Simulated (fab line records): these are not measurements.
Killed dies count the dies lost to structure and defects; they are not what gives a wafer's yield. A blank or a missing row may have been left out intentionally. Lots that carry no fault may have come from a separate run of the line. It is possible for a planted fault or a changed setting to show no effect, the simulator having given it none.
Chamber matching ; flow sky130 ; cmp-01 running SKY_FIELD_ISO_CMP_27: 4 sister chambers
The step polishes, stops on Si3N4, t overpolish 16 s, target thk 457.8 nm. 8 wafers are shown with their chamber, then 8 later ones without.

WAFERS WITH THEIR CHAMBER
wafer;chamber;motor_current_A (A);time_to_endpoint_s (s)
L204.1;3;11.6;117
L206.1;3;11.3;120
L206.6;0;10.5;109
L207.5;0;10.9;115
L209.2;1;9.4;129
L209.3;2;13.1;115
L209.5;1;9.6;127
L223.1;2;12.0;117

WAFERS WHOSE CHAMBER IS MISSING
wafer;motor_current_A (A);time_to_endpoint_s (s)
L223.4;9.2;127
L223.5;12.6;119
L224.1;9.6;121
L224.3;13.0;116
L224.4;11.0;120
L225.2;12.5;115
L225.4;9.2;121
L225.5;12.1;112

EACH ONE'S CHAMBER
wafer;from the rows above;in truth
L223.4;1;1
L223.5;can't be placed: 2 or 3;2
L224.1;can't be placed: 1 or 0 or 3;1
L224.3;2;2
L224.4;can't be placed: 3 or 0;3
L225.2;2;2
L225.4;1;1
L225.5;can't be placed: 2 or 3 or 0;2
Correct placement for 4 of the 8. Can't be placed from these rows: 4 (the true chamber is among the candidates in 4). Wrongly placed: 0.
How it was worked out, from the rows above alone: a wafer's distance from a chamber is the root of the sum, over the readings, of the square of ((its reading less the chamber's mean) divided by the reading's scatter). If the next closest chamber is less than 2 further off than the closest, the wafer can't be placed; otherwise it belongs to the closest. Each chamber's mean is taken over the wafers shown for it. How the scatter is found: for the shown wafers, subtract from each reading the mean of its chamber, square and add these, divide the total by (wafers less chambers), then take the root.
